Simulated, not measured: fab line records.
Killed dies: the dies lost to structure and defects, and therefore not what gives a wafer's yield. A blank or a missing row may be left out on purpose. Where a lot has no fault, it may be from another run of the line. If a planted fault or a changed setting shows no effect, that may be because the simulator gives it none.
8D (eight disciplines) problem report, filled in by code	flow gf180mcu	the parts of the form that need people (team, actions taken, sign-off) are left out

## 1. PROBLEM STATEMENT
Wafers without a fault read 15.000 s, standard deviation 0.0085; overpolish_run_s at GF_V3_CMP_26 reads a mean of 0.037 s on 5 wafers belonging to 2 lots. So: -99 or more standard deviations from the usual mean.
The step: polishes, stops on SiO2, t overpolish 15 s, target thk 0 nm.
First seen on wafer L834.3, day 25 11:15, on cmp-01. Wafers with a number at this step in the record: 42, from 14 lots. The rule behind "out" and "out of limits": a value lying over 4 standard deviations away from the usual mean. The rest of the wafers with a number are treated as sound.

## 2. WHAT IT IS; WHAT IT IS NOT
question	is	is not
which readings at this step	overpolish_run_s, time_to_endpoint_s	-
which lots	L834, L837	L826, L827, L828, L829, L830, L831, L832, L835, L846, L847, L848, L849
which wafers of those lots	L834.3, L834.5, L837.2, L837.3, L837.5	L834.4
read on which tools	cmp-01	cmp-02
when	from day 25 11:15	up to then (22 sound wafers); but 15 sound wafers of L835, L846, L847, L848, L849 came after

## 3. WHAT RULES OUT EACH SUSPECT
Counting: a tool at a process step up to the reading stays a suspect if it ran every lot that is out. Sound lots after the first of them don't rule it out here, since some wafers of a struck lot are sound.
- cmp-01 at GF_V3_CMP_26 (polishes, stops on SiO2, t overpolish 15 s, target thk 0 nm): kept. Every lot that is out went through it, the first being L834 (day 25 11:15); the last sound lot it ran before that was L832 (day 24 19:21). Its own readings are out on those wafers: overpolish_run_s, time_to_endpoint_s.
Remaining after the count: cmp-01 at GF_V3_CMP_26.

## 4. THE CAUSE (what the simulator had put in)
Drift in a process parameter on cmp-01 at GF_V3_CMP_26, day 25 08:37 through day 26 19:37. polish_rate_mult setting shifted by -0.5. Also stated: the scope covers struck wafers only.
Only this tool survived the counting.

## 5. THE CHAIN OF EFFECTS, in route order
One row per reading whose mean, taken over the struck wafers that have a number, lies over 3 standard deviations from the usual. Readings are gone through only where the record gives a usual standard deviation; hours: the median, over the lots, of the time from a lot's start at the first step in this table giving one to that lot's start at this step; sigmas: the change measured in usual standard deviations.
hours	step	reading	usual	on struck wafers	change	sigmas
0	GF_V3_CMP_26	overpolish_run_s	15.000 s	0.037	-14.963	-99 or more
0	GF_V3_CMP_26	time_to_endpoint_s	86 s	128	+42	+13
Its process steps:
- GF_V3_CMP_26: polishes, stops on SiO2, t overpolish 15 s, target thk 0 nm.

## 6. WHAT WOULD HAVE CAUGHT IT SOONER
First out-of-limits reading in this record: day 25 11:15, which is 3 hours after fault onset at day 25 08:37.
